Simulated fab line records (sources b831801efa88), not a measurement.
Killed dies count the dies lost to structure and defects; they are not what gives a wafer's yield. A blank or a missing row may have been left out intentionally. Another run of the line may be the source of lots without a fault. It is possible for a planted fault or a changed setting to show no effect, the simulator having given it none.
What tool caused it? | flow sky130 | 7 lots, 21 wafers sampled, at 2 steps of a route of 708

## WHAT THE GAUGES READ, wafer by wafer
SKY_SD_N_OVL_MEAS_08.
lot  | measured     | on         | SD_N_OVL (nm)
L645 | day 28 13:10 | overlay-02 | 0.4 0.3 -1.2
L648 | day 28 18:58 | overlay-02 | 1.0 3.7 1.4
L650 | day 29 14:37 | overlay-02 | -1.0 -1.0 0.7
L653 | day 31 03:05 | overlay-02 | 2.5 -1.1 1.8
L659 | day 33 01:31 | overlay-02 | -140.3 -141.1 -141.1 -141.3 -142.0 -142.2
L661 | day 33 14:46 | overlay-02 | -140.7 -141.5 -140.9 -141.9 -142.4 -142.2
L667 | day 35 08:37 | overlay-01 | 0.8 -1.6 -0.1

## EACH LOT AND THE TOOL THAT RAN IT (in order: tool; ch and the chambers of the sampled wafers; start)
lot  | SKY_SD_N_EXPOSE_04
L645 | ilineStepper-02 ch 0, day 27 21:40
L648 | ilineStepper-01 ch 0, day 28 05:00
L650 | ilineStepper-02 ch 0, day 28 23:23
L653 | ilineStepper-01 ch 0, day 30 12:58
L659 | ilineStepper-02 ch 0, day 32 11:46
L661 | ilineStepper-02 ch 0, day 33 01:28
L667 | ilineStepper-01 ch 0, day 34 19:40
- SKY_SD_N_EXPOSE_04: exposes mask NSDM, target cd 380 nm.

## THE ANSWER, worked out from the rows above alone
Rule: the lots themselves supply what counts as usual. The widest of any qualifying gaps counts: lots, ordered by their means at a reading, are off when they make up no more than a third of the lots, leave a main group of 4 or more, and stand apart from it by 3 or more times the standard deviation of that group's means. The tables above print the reading to a certain number of digits; a main group whose means all agree to those digits is not used. A lot without any number at a reading at which 4 lots or more have one is off too. The other lots that the step has rows for count as sound.
Off: at SKY_SD_N_OVL_MEAS_08 (SD_N_OVL), L659, L661. Mean 0.4 nm and standard deviation 0.96 in the main group.
If a tool, at a process step before that reading, ran all the lots that are off and no sound lot after the first of them, it fits. The gauges at SKY_SD_N_OVL_MEAS_08 are tried like those tools. Undecided on this evidence; 2 tools fit (ilineStepper-02 at SKY_SD_N_EXPOSE_04, overlay-02 at SKY_SD_N_OVL_MEAS_08).

## WHAT THE SIMULATOR HAD INSERTED
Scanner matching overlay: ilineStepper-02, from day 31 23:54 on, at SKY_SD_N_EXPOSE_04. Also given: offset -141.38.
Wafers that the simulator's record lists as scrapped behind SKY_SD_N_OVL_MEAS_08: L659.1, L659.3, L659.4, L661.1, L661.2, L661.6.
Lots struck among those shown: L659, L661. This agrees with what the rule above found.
